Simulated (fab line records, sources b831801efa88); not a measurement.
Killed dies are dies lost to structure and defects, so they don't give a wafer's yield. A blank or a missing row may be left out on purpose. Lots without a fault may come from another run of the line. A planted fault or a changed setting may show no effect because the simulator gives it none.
Which tool did it? | flow sfq_line | 14 lots, 42 wafers sampled, at 7 steps of a route of 325

WHAT THE GAUGES READ, wafer by wafer
SFQ_I3_BOW_MEAS_922. Usual: I3_BOW 4 um, standard deviation 8.2.
lot  | measured     | on            | I3_BOW (um)  | flag
L101 | day 39 11:43 | film_metro-04 | 7 6 2 - - -  |
L102 | day 39 14:43 | film_metro-02 | 4 8 10 - - - |
L103 | day 39 23:35 | film_metro-03 | 12 24 4      |
L104 | day 46 04:48 | film_metro-02 | -3 9 18      |
L113 | day 48 09:34 | film_metro-02 | -3 5 10      |
L114 | day 48 18:32 | film_metro-03 | 8 -17 -7     |
L115 | day 48 21:33 | film_metro-04 | 4 3 -4       |
L116 | day 49 03:02 | film_metro-03 | 16 12 1      |
L117 | day 53 21:16 | film_metro-02 | 2 10 9       |
L118 | day 54 13:32 | film_metro-03 | 1 -6 -5      |
L119 | day 54 19:07 | film_metro-03 | 3 -4 3       |
L120 | day 55 01:31 | film_metro-03 | 6 15 19      |
L121 | day 55 04:07 | film_metro-04 | 6 -12 1      |
L122 | day 55 07:30 | film_metro-02 | 5 17 3       |

SFQ_I4_OVL_MEAS_928. Usual: I4_OVL 1 nm, standard deviation 5.1.
lot  | measured     | on         | I4_OVL (nm) | flag
L101 | day 53 16:35 | overlay-01 | 3 -2 -1     |
L102 | day 53 18:59 | overlay-01 | 0 2 1       |
L103 | day 53 22:34 | overlay-01 | 10 4 2      |
L104 | day 55 12:56 | overlay-01 | 11 5 4      |
L113 | day 56 10:43 | overlay-02 | 5 4 3       |
L114 | day 56 18:02 | overlay-01 | -1 -9 -3    |
L115 | day 57 00:02 | overlay-01 | 0 0 1       |
L116 | day 61 11:47 | overlay-01 | 4 -3 3      |
L117 | day 63 07:00 | overlay-02 | -4 -4 -5    |
L118 | day 64 09:32 | overlay-02 | -2 8 0      |
L119 | day 64 21:31 | overlay-02 | -4 0 -7     |
L120 | day 65 11:55 | overlay-01 | -1 -5 7     |
L121 | day 65 15:31 | overlay-02 | 7 1 1       |
L122 | day 69 20:26 | overlay-01 | -12 -9 -12  |

SFQ_M7_OVL_MEAS_945. Usual: M7_OVL 0 nm, standard deviation 5.1.
lot  | measured     | on         | M7_OVL (nm) | flag
L101 | day 77 01:58 | overlay-02 | 0 -1 0      |
L102 | day 77 03:10 | overlay-02 | 2 1 -2      |
L103 | day 77 05:34 | overlay-02 | 1 8 4       |
L104 | day 77 11:46 | overlay-01 | 6 1 4       |
L113 | day 84 23:25 | overlay-02 | -2 0 5      |
L114 | day 85 03:01 | overlay-02 | -2 -1 -10   |
L115 | day 85 09:01 | overlay-01 | -7 -3 -3    |
L116 | day 85 15:01 | overlay-01 | 3 3 -4      |
L117 | day 86 11:25 | overlay-02 | -2 -7 -7    |
L118 | day 86 16:13 | overlay-01 | -2 -5 -1    |
L119 | day 87 00:37 | overlay-01 | -8 -6 -10   |
L120 | day 87 09:01 | overlay-01 | 3 2 0       |
L121 | day 87 11:31 | overlay-01 | 1 6 9       |
L122 | day 88 12:43 | overlay-02 | 1 8 1       |

WHICH TOOL RAN EACH LOT (tool, then ch and the chambers of the sampled wafers, then the start)
lot  | SFQ_TRILAYER_I1_VIA_BARC_OPEN_VIA_ETCH_071 | SFQ_TRILAYER_I3_CMP_CMP_082   | SFQ_TRILAYER_I3_METRO_MEASURE_083 | SFQ_TRILAYER_I3_VIA_ETCH_VIA_ETCH_088
L101 | rie_diel-01 ch 0,2,3, day 26 10:08         | cmp-02 ch 1,2,3, day 39 09:40 | film_metro-04, day 39 23:58       | rie_diel-01 ch 2,3, day 45 17:19
L102 | rie_diel-02 ch 1,3, day 26 12:32           | cmp-02 ch 1,2,3, day 39 11:40 | film_metro-02, day 40 01:02       | rie_diel-04 ch 0,3, day 45 18:31
L103 | rie_diel-03 ch 0,1,3, day 26 17:20         | cmp-01 ch 0,2,3, day 39 21:05 | film_metro-03, day 39 23:42       | rie_diel-01 ch 0,2,3, day 46 04:13
L104 | rie_diel-01 ch 0,2, day 27 02:56           | cmp-02 ch 0,3, day 46 01:47   | film_metro-02, day 46 05:06       | rie_diel-04 ch 1,3, day 50 09:11
L113 | rie_diel-03 ch 2,3, day 36 00:53           | cmp-01 ch 0,3, day 48 06:32   | film_metro-02, day 48 10:03       | rie_diel-03 ch 1,2,3, day 51 12:47
L114 | rie_diel-03 ch 0,2, day 36 08:05           | cmp-01 ch 0,2,3, day 48 16:02 | film_metro-03, day 48 18:39       | rie_diel-01 ch 1,2,3, day 51 18:47
L115 | rie_diel-01 ch 0,3, day 36 15:17           | cmp-01 ch 2,3, day 48 18:32   | film_metro-04, day 48 21:51       | rie_diel-04 ch 0,1,3, day 51 21:11
L116 | rie_diel-02 ch 0,2,3, day 36 18:53         | cmp-02 ch 0,1,3, day 49 00:02 | film_metro-03, day 49 03:10       | rie_diel-04 ch 0,1,2, day 52 00:47
L117 | rie_diel-01 ch 0,1,3, day 37 21:25         | cmp-02 ch 0,1,3, day 53 19:15 | film_metro-02, day 53 21:34       | rie_diel-01 ch 0,1,3, day 57 04:54
L118 | rie_diel-01 ch 1,2, day 38 08:19           | cmp-01 ch 0,1,3, day 54 11:30 | film_metro-03, day 54 14:01       | rie_diel-03 ch 0,1,3, day 58 10:54
L119 | rie_diel-01 ch 0,1,2, day 38 14:19         | cmp-02 ch 0,1,2, day 54 16:07 | film_metro-03, day 54 19:14       | rie_diel-03 ch 0,2,3, day 58 20:30
L120 | rie_diel-02 ch 0,1,2, day 39 02:19         | cmp-01 ch 1,2,3, day 54 22:30 | film_metro-03, day 55 01:49       | rie_diel-03 ch 1,3, day 59 07:18
L121 | rie_diel-02 ch 0,1,3, day 39 16:43         | cmp-02 ch 0,2,3, day 55 01:07 | film_metro-04, day 55 04:14       | rie_diel-01 ch 1,2,3, day 59 09:42
L122 | rie_diel-03 ch 0,3, day 40 01:32           | cmp-01 ch 0,1,3, day 55 05:30 | film_metro-02, day 55 07:37       | rie_diel-04 ch 0,2,3, day 59 15:42
- SFQ_TRILAYER_I1_VIA_BARC_OPEN_VIA_ETCH_071: etches BARC in O2, target depth 125 nm, time 41.7 s.
- SFQ_TRILAYER_I3_CMP_CMP_082: polishes SiO2.
- SFQ_TRILAYER_I3_METRO_MEASURE_083
- SFQ_TRILAYER_I3_VIA_ETCH_VIA_ETCH_088: etches SiO2 in CHF3, stops on Nb, target depth 260 nm.

WHAT THE TOOLS THEMSELVES READ (means of the sampled wafers that have a number; where no wafer has one, the mark that the record gives instead)
SFQ_TRILAYER_I1_VIA_BARC_OPEN_VIA_ETCH_071. Usual: drypump_motor_current_A 5.7 A, standard deviation 0.64; oes_product_au 0.686 a.u., standard deviation 0.0043.
lot  | tool        | drypump_motor_current_A (A) | oes_product_au (a.u.) | flag
L101 | rie_diel-01 | 6.3                         | 0.690                 |
L102 | rie_diel-02 | 5.4                         | 0.682                 |
L103 | rie_diel-03 | 6.3                         | 0.685                 |
L104 | rie_diel-01 | 6.3                         | 0.684                 |
L113 | rie_diel-03 | 5.7                         | 0.685                 |
L114 | rie_diel-03 | 6.0                         | 0.686                 |
L115 | rie_diel-01 | 5.8                         | 0.691                 |
L116 | rie_diel-02 | 5.7                         | 0.685                 |
L117 | rie_diel-01 | 5.6                         | 0.680                 |
L118 | rie_diel-01 | 6.1                         | 0.682                 |
L119 | rie_diel-01 | 5.6                         | 0.688                 |
L120 | rie_diel-02 | 5.5                         | 0.684                 |
L121 | rie_diel-02 | 5.6                         | 0.690                 |
L122 | rie_diel-03 | 6.0                         | 0.687                 |

SFQ_TRILAYER_I3_CMP_CMP_082. Usual: head_pressure_psi 2.999 psi, standard deviation 0.0069; motor_current_A 10.1 A, standard deviation 0.97; slurry_flow_ml_min 150.0, standard deviation 0.43; time_to_endpoint_s 219 s, standard deviation 7.9.
lot  | tool   | head_pressure_psi (psi) | motor_current_A (A) | slurry_flow_ml_min | time_to_endpoint_s (s) | flag
L101 | cmp-02 | 2.995                   | 10.0                | 150.0              | 237                    |
L102 | cmp-02 | 3.003                   | 9.7                 | 149.5              | 237                    |
L103 | cmp-01 | 2.997                   | 10.6                | 150.3              | 207                    |
L104 | cmp-02 | 3.007                   | 9.3                 | 150.2              | 212                    |
L113 | cmp-01 | 2.997                   | 11.6                | 150.3              | 225                    |
L114 | cmp-01 | 3.003                   | 10.7                | 149.4              | 224                    |
L115 | cmp-01 | 2.998                   | 10.3                | 149.7              | 223                    |
L116 | cmp-02 | 2.998                   | 9.7                 | 149.5              | 210                    |
L117 | cmp-02 | 2.998                   | 9.6                 | 149.9              | 221                    |
L118 | cmp-01 | 3.003                   | 10.7                | 149.9              | 221                    |
L119 | cmp-02 | 2.997                   | 10.3                | 149.8              | 227                    |
L120 | cmp-01 | 2.988                   | 10.2                | 150.0              | 225                    |
L121 | cmp-02 | 3.002                   | 9.4                 | 150.3              | 221                    |
L122 | cmp-01 | 2.999                   | 10.7                | 150.0              | 214                    |

SFQ_TRILAYER_I3_METRO_MEASURE_083. Usual: thk_nm 200.4 nm, standard deviation 1.
lot  | tool          | thk_nm (nm) | flag
L101 | film_metro-04 | 233.3       | OFF
L102 | film_metro-02 | 235.4       | OFF
L103 | film_metro-03 | 199.6       |
L104 | film_metro-02 | 200.7       |
L113 | film_metro-02 | 200.2       |
L114 | film_metro-03 | 201.6       |
L115 | film_metro-04 | 201.2       |
L116 | film_metro-03 | 201.4       |
L117 | film_metro-02 | 202.1       |
L118 | film_metro-03 | 199.3       |
L119 | film_metro-03 | 201.3       |
L120 | film_metro-03 | 200.1       |
L121 | film_metro-04 | 200.0       |
L122 | film_metro-02 | 199.9       |

SFQ_TRILAYER_I3_VIA_ETCH_VIA_ETCH_088. Usual: drypump_motor_current_A 5.9 A, standard deviation 0.67; oes_product_au 0.855 a.u., standard deviation 0.0045.
lot  | tool        | drypump_motor_current_A (A) | oes_product_au (a.u.) | flag
L101 | rie_diel-01 | 6.7                         | 0.902                 | OFF
L102 | rie_diel-04 | 5.8                         | 0.900                 | OFF
L103 | rie_diel-01 | 6.3                         | 0.852                 |
L104 | rie_diel-04 | 5.8                         | 0.854                 |
L113 | rie_diel-03 | 5.9                         | 0.858                 |
L114 | rie_diel-01 | 6.1                         | 0.857                 |
L115 | rie_diel-04 | 5.7                         | 0.858                 |
L116 | rie_diel-04 | 5.4                         | 0.855                 |
L117 | rie_diel-01 | 5.6                         | 0.858                 |
L118 | rie_diel-03 | 6.2                         | 0.853                 |
L119 | rie_diel-03 | 5.8                         | 0.862                 |
L120 | rie_diel-03 | 6.4                         | 0.853                 |
L121 | rie_diel-01 | 6.1                         | 0.852                 |
L122 | rie_diel-04 | 5.8                         | 0.854                 |

THE ANSWER, worked out from the rows above alone
Rule: a lot is off if the mean of its wafers that have a number lies more than 3 standard deviations from the usual mean. A lot without any number at a reading at which 4 lots or more have one is off too. The other lots that the step has rows for count as sound. The gauges are gone through in route order, then the tools' own readings, and for those a lot's mean is taken as printed above. The first step at which some lot is off is used, and at that step the reading that is off furthest; a lot without a number counts as furthest.
Off: L101, L102, at SFQ_TRILAYER_I3_METRO_MEASURE_083 (thk_nm).
A tool fits if, at that step or a process step before it, it ran every lot that is off, and no sound lot after the first of them. None of those tried fits.

WHAT THE SIMULATOR HAD PUT IN
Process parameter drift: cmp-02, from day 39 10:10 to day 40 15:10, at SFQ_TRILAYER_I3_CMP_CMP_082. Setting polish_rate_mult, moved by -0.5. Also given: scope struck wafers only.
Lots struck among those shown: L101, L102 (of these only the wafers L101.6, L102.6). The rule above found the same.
